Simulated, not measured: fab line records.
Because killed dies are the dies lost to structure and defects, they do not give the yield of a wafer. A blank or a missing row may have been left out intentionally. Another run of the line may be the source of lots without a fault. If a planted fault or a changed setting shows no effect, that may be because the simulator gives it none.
Which tool did it? | flow sfqLine | 15 lots, 45 wafers sampled, at 1 step of a route of 325

WHAT THE GAUGES READ, wafer by wafer
The record holds no reading of a measuring or inspecting step that can be judged against a usual standard deviation.

WHAT TOOL EACH LOT RAN ON (gives the tool, then ch and the chambers of the sampled wafers, and finally the start)
lot  | SFQ_TRILAYER_M7_ETCH_METAL_ETCH_180
L120 | rieMetal-04 ch 0,1, day 82 10:01
L122 | rieMetal-04 ch 0,1, day 82 14:49
L123 | rieMetal-01 ch 0,1, day 82 19:10
L124 | rieMetal-02 ch 1, day 83 01:18
L126 | rieMetal-02 ch 0,1, day 83 15:34
L127 | rieMetal-01 ch 0,1, day 84 00:00
L128 | rieMetal-02 ch 0,1, day 84 02:24
L133 | rieMetal-01 ch 0,1, day 85 06:08
L134 | rieMetal-04 ch 0,1, day 86 16:53
L135 | rieMetal-01 ch 0,1, day 86 21:41
L136 | rieMetal-02 ch 0,1, day 87 03:44
L139 | rieMetal-01 ch 0,1, day 87 12:50
L141 | rieMetal-04 ch 0,1, day 90 10:43
L142 | rieMetal-02 ch 0,1, day 90 11:55
L143 | rieMetal-04 ch 0,1, day 90 14:26
- SFQ_TRILAYER_M7_ETCH_METAL_ETCH_180: etches Nb in Cl2/Ar, stops on SiO2, target depth 240 nm, time 120 s.

AS READ BY THE TOOLS THEMSELVES (means over the sampled wafers that have a number; for cases with no such wafer, the mark the record gives instead)
SFQ_TRILAYER_M7_ETCH_METAL_ETCH_180. Usual: biasW 80.03 W, standard deviation 0.23; chamberPressureMTorr 10.000 mTorr, standard deviation 0.011; drypumpMotorCurrentA 5.9 A, standard deviation 0.33; oesProductAu 0.875 a.u., standard deviation 0.0059; rfFwdPowerW 596.4 W, standard deviation 2.5.
lot  | tool        | biasW (W) | chamberPressureMTorr (mTorr) | drypumpMotorCurrentA (A) | oesProductAu (a.u.) | rfFwdPowerW (W) | flag
L120 | rieMetal-04 | 80.03     | 10.005                       | 5.8                      | 0.873               | 599.4           | 
L122 | rieMetal-04 | 80.06     | 9.993                        | 6.0                      | 0.875               | 596.1           | 
L123 | rieMetal-01 | 80.32     | 10.007                       | 5.6                      | 0.869               | 596.3           | 
L124 | rieMetal-02 | 80.11     | 9.994                        | 6.3                      | 0.880               | 593.8           | 
L126 | rieMetal-02 | 80.10     | 10.005                       | 6.2                      | 0.876               | 595.5           | 
L127 | rieMetal-01 | 79.99     | 10.002                       | 5.5                      | 0.878               | 594.7           | 
L128 | rieMetal-02 | 79.89     | 10.000                       | 6.2                      | 0.870               | 595.7           | 
L133 | rieMetal-01 | 79.87     | 9.998                        | 5.7                      | 0.879               | 595.6           | 
L134 | rieMetal-04 | -         | -                            | -                        | -                   | -               | OFF
L135 | rieMetal-01 | -         | -                            | -                        | -                   | -               | OFF
L136 | rieMetal-02 | -         | -                            | -                        | -                   | -               | OFF
L139 | rieMetal-01 | 80.26     | 9.999                        | 5.7                      | 0.877               | 596.7           | 
L141 | rieMetal-04 | 79.83     | 10.002                       | 6.0                      | 0.878               | 597.5           | 
L142 | rieMetal-02 | 80.15     | 10.002                       | 6.2                      | 0.870               | 594.9           | 
L143 | rieMetal-04 | 80.09     | 10.001                       | 6.0                      | 0.871               | 595.9           | 

THE ANSWER, worked out from the rows above alone
Rule: lot off if the mean of its wafers having a number is beyond 3 standard deviations from the usual mean. Also off: a lot with no number at a reading for which 4 or more lots have one. Any other lot the step has rows for is counted as sound. The gauges are gone through in route order, then the tools' own readings, and for those a lot's mean is taken as printed above. At the first step where some lot is off, the reading lying furthest off is the one used; lots without a number count as furthest.
Off, at SFQ_TRILAYER_M7_ETCH_METAL_ETCH_180 on biasW: L134, L135, L136. Without a number there: L134, L135, L136.
A tool fits if, at that step or a process step before it, it ran every lot that is off, and no sound lot after the first of them. No candidate that was tried fits.

WHAT WAS PUT IN BY THE SIMULATOR
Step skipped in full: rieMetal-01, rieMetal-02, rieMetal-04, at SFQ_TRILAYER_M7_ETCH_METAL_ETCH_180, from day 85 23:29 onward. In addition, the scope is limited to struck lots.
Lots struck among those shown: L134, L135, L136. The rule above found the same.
